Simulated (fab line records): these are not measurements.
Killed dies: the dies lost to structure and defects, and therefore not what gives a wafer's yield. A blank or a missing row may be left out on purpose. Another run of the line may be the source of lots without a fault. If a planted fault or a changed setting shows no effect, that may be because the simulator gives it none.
Which tool was responsible? || flow gf180mcu || 6 lots with 18 wafers sampled at 2 steps, on a route of 602 steps

## WHAT THE GAUGES READ, wafer by wafer
GF_MVSD_TW_MEAS_11.
{"lot": "L882", "measured": "day 5 06:25", "on": "film metro-03", "MVSD_TW": "1925 1907 1911"}
{"lot": "L894", "measured": "day 7 14:48", "on": "film metro-03", "MVSD_TW": "1554 1558 1559"}
{"lot": "L897", "measured": "day 8 07:59", "on": "film metro-03", "MVSD_TW": "1569 1555 1566"}
{"lot": "L899", "measured": "day 8 17:07", "on": "film metro-01", "MVSD_TW": "1595 1600 1594"}
{"lot": "L902", "measured": "day 9 10:48", "on": "film metro-02", "MVSD_TW": "1597 1596 1585"}
{"lot": "L904", "measured": "day 9 20:13", "on": "film metro-01", "MVSD_TW": "1588 1580 1588"}

## WHICH TOOL RAN EACH LOT (tool, then ch and the chambers of the sampled wafers, then the start)
{"lot": "L882", "GF_MVSD_IMPLANT_08": "implanter-01 ch 0, day 5 05:42"}
{"lot": "L894", "GF_MVSD_IMPLANT_08": "implanter-02 ch 0, day 7 14:25"}
{"lot": "L897", "GF_MVSD_IMPLANT_08": "implanter-02 ch 0, day 8 07:36"}
{"lot": "L899", "GF_MVSD_IMPLANT_08": "implanter-03 ch 0, day 8 16:43"}
{"lot": "L902", "GF_MVSD_IMPLANT_08": "implanter-02 ch 0, day 9 10:13"}
{"lot": "L904", "GF_MVSD_IMPLANT_08": "implanter-03 ch 0, day 9 19:51"}
- GF_MVSD_IMPLANT_08

## THE ANSWER, worked out from the rows above alone
Rule: what is usual is taken from the lots themselves. The widest of any qualifying gaps counts: lots, ordered by their means at a reading, are off when they make up no more than a third of the lots, leave a main group of 4 or more, and stand apart from it by 3 or more times the standard deviation of that group's means. A main group is skipped when, at the precision printed for the reading in the tables above, its means are all equal. Also off: a lot with no number at a reading for which 4 or more lots have one. Any other lot the step has rows for is counted as sound.
Off: L882, at GF_MVSD_TW_MEAS_11 (MVSD_TW). The main group has a mean of 1579 with a standard deviation of 16.
If a tool, at a process step before that reading, ran all the lots that are off and no sound lot after the first of them, it fits. Gauges at GF_MVSD_TW_MEAS_11: tried the same way as those tools. One fits: implanter-01 at GF_MVSD_IMPLANT_08. It ran no sound lot before its first lot that is off in this sample, so the start can't be narrowed down.

## WHAT WAS PUT IN BY THE SIMULATOR
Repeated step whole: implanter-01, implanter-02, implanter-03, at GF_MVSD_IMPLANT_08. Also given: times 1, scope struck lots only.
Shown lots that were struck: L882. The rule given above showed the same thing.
